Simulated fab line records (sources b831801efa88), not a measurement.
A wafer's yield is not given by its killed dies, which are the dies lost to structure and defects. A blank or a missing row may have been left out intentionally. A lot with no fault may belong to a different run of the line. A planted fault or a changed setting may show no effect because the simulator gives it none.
Matching of chambers -- flow gf180mcu -- GF_STI_ETCH_14 on rie-si-01 has 4 sister chambers
The step etches Si in HBr/Cl2/O2, target depth 360 nm, time 102.9 s. 4 wafers are shown with their chamber, then 6 later ones without.

WAFERS PAIRED WITH THEIR CHAMBERS
wafer,chamber,drypump-motor-current-A (A)
L497.6,0,5.3
L502.5,1,5.3
L506.1,2,5.7
L506.3,3,4.9

WAFERS MISSING THEIR CHAMBER
wafer,drypump-motor-current-A (A)
L506.4,5.4
L507.3,5.4
L507.4,4.9
L507.6,5.3
L508.4,5.3
L508.6,5.3

EACH ONE'S CHAMBER
wafer,from the rows above,in truth
L506.4,can't be placed: 0 or 1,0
L507.3,can't be placed: 0 or 1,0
L507.4,3,3
L507.6,can't be placed: 0 or 1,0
L508.4,can't be placed: 0 or 1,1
L508.6,can't be placed: 0 or 1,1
1 of 6 placed correctly. Not placeable from these rows: 5 (in 5, the candidates include the true chamber). Wrongly placed: 0.
How it was worked out, from the rows above alone: a wafer's distance from a chamber is the root of the sum, over the readings, of the square of ((its reading less the chamber's mean) divided by the reading's scatter). The wafer belongs to the nearest chamber; if the next one is less than 2 further off, it can't be placed. The mean given for a chamber averages the wafers shown for that chamber. The scatter: root of mean squared gap, hidden wafer to nearest shown wafer, with one shown wafer a chamber.
